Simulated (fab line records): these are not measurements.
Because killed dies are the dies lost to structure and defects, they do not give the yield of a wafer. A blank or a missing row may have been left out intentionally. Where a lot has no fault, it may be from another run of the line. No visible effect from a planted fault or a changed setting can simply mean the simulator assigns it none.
The same fault as seen by 2 desks	flow sky130	only its own numbers are on each desk; what lay behind them is given at the end

METROLOGY DESK
What the gauges read for every lot (on any tool): the sampled wafers with a number, averaged. Marked OUT: a lot whose mean sits more than 4 standard deviations from the usual mean, which makes it out of limits; the brackets give that distance.
Columns: A = cd-nm at SKY_SONOS_TUNNEL_CD_MEAS_07, usual 409.6 nm; B = SONOS_TUNNEL_TW at SKY_SONOS_TUNNEL_TW_MEAS_12, usual 199.1; C = cd-nm at SKY_SONOS_ONO_CD_MEAS_13, usual 410.0 nm; D = SONOS_ONO_OVL at SKY_SONOS_ONO_OVL_MEAS_14, usual 0.9 nm
lot	first seen here	A	B	C	D
L711	day 11 04:52	410.1	199.7	410.3	-0.6
L712	day 11 10:55	412.3	199.8	413.2	1.6
L714	day 12 05:10	406.8	198.5	410.8	1.2
L715	day 12 08:43	412.1	199.9	413.0	-0.8
L716	day 12 17:31	406.7	198.6	407.4	0.4
L717	day 13 07:47	409.6	199.4	410.6	0.7
L718	day 13 11:59	410.3	199.4	406.8	-0.8
L719	day 14 08:53	408.4	199.1	411.0	-1.1
L720	day 15 06:29	409.8	199.7	408.7	-1.0
L721	day 15 07:04	410.2	198.5	409.1	4.0
L723	day 15 22:57	405.2	198.8	413.1	1.3
L729	day 17 01:51	413.2	199.7	413.0	2.5
L730	day 17 17:24	416.1	198.2	410.8	0.7
L733	day 18 17:46	405.4	198.4	407.5	-1.3
This desk's finding: nothing out of limits on any of the 14 lots.

AT THE TOOL OWNER'S DESK: litho-track-04
The tool's own readings at SKY_SONOS_TUNNEL_DEVELOP_06 (develop time 60 s): means of the sampled wafers that have a number, for each lot that ran on this tool. Marked OUT: a lot whose mean sits more than 4 standard deviations from the usual mean, which makes it out of limits; the brackets give that distance.
Columns: A = chill-plate-temp-C at SKY_SONOS_TUNNEL_DEVELOP_06, usual 23.01 C
lot	first seen here	A
L712	day 11 10:46	22.92
L715	day 12 08:34	23.03
L716	day 12 17:22	22.93
L717	day 13 07:38	23.09
L721	day 15 06:55	22.92
L729	day 17 01:43	23.06
L730	day 17 17:16	22.96
This desk's finding: nothing out of limits on any of the 7 lots.

PUT TOGETHER
Metrology desk: nothing out of limits seen.
The tool owner's desk saw nothing out of limits.

WHAT THE SIMULATOR HAD INSERTED
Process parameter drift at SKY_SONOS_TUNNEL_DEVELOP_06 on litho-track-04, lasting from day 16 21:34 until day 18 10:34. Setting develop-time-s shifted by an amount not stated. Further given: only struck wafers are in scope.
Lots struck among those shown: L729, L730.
